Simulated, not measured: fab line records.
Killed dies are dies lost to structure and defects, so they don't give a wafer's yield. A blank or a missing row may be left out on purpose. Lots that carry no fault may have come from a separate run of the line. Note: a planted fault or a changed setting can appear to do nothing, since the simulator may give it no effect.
8D (eight disciplines) problem report, filled in by code / flow gf180mcu / the parts of the form that need people (team, actions taken, sign-off) are left out

== 1. WHAT WENT WRONG ==
NSD_TW at GF_NSD_TW_MEAS_12 reads a mean of 30 on 6 wafers of 2 lots; wafers without a fault read 4207 with a standard deviation of 20. That is -99 or more standard deviations from the usual mean.
First seen on wafer L326.1, day 19 13:44, on film-metro-02. At this step, 42 wafers from 14 lots have a number in the record. Rule for "out", or "out of limits": more than 4 standard deviations from the usual mean. The other wafers with a number count as sound.

== 2. WHAT IT IS, AND WHAT IT ISN'T ==
question=which readings at this step | is=NSD_TW | is not=-
question=which lots | is=L326, L327 | is not=L310, L311, L312, L313, L314, L316, L319, L320, L321, L322, L324, L331
question=which wafers of those lots | is=all that have a number | is not=-
question=read on which gauges | is=film-metro-02 | is not=film-metro-01, film-metro-04
question=when | is=from day 19 13:44 | is not=up to then (33 sound wafers); but 3 sound wafers of L331 came after

== 3. THE SUSPECTS, EACH WITH WHAT RULES IT OUT ==
Counting: a tool at a process step up to the reading stays a suspect if it ran every lot that is out and no sound lot after the first of them.
- the gauge at GF_NSD_TW_MEAS_12: kept. All the wafers that are out were read on film-metro-02, and no step on other tools shows them out.
- litho-track-03 at GF_NSD_DEVELOP_06 (develop time 60 s): kept. It ran every lot that is out, first L326 (day 19 13:01), and no sound lot after that; its last sound lot up to then is L322 (day 18 01:28).
The count leaves film-metro-02 at GF_NSD_TW_MEAS_12 and litho-track-03 at GF_NSD_DEVELOP_06.

== 4. THE CAUSE (what the simulator had put in) ==
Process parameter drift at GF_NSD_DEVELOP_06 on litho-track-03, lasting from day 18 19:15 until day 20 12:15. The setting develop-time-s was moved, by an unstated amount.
2 suspects survive the count, and this tool is in that group.

== 5. THE EFFECT CHAIN, in route order ==
Each row: a reading whose mean over the struck wafers that have a number lies more than 3 standard deviations from the usual. Only readings whose record carries a usual standard deviation are examined. hours: median over the lots of the time between each lot's start at the first step of this table that gives one and its start at this step. sigmas: the change, counted in usual standard deviations.
hours=0; step=GF_NSD_TW_MEAS_12; reading=NSD_TW; usual=4207; on struck wafers=30; change=-4177; sigmas=-99 or more
Readings that are blank on the struck wafers while sound wafers have them: cd-nm at GF_NSD_CD_MEAS_07; NSD_OVL at GF_NSD_OVL_MEAS_08.

== 6. WHAT WOULD HAVE CAUGHT IT SOONER ==
The first out-of-limits reading at a measuring or inspecting step in this record came at day 19 13:44, 18 hours after the fault's start at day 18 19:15.
Between GF_NSD_DEVELOP_06 and GF_NSD_TW_MEAS_12, GF_NSD_CD_MEAS_07 gave no cd-nm and GF_NSD_OVL_MEAS_08 gave no NSD_OVL on the struck wafers, where sound wafers have one: a measuring or inspecting step that comes back empty is itself a sign.
Of the lots that are out (2), L327 began GF_NSD_DEVELOP_06 on litho-track-03 after day 19 13:44. It would have been spared by a hold on the tool at that moment.
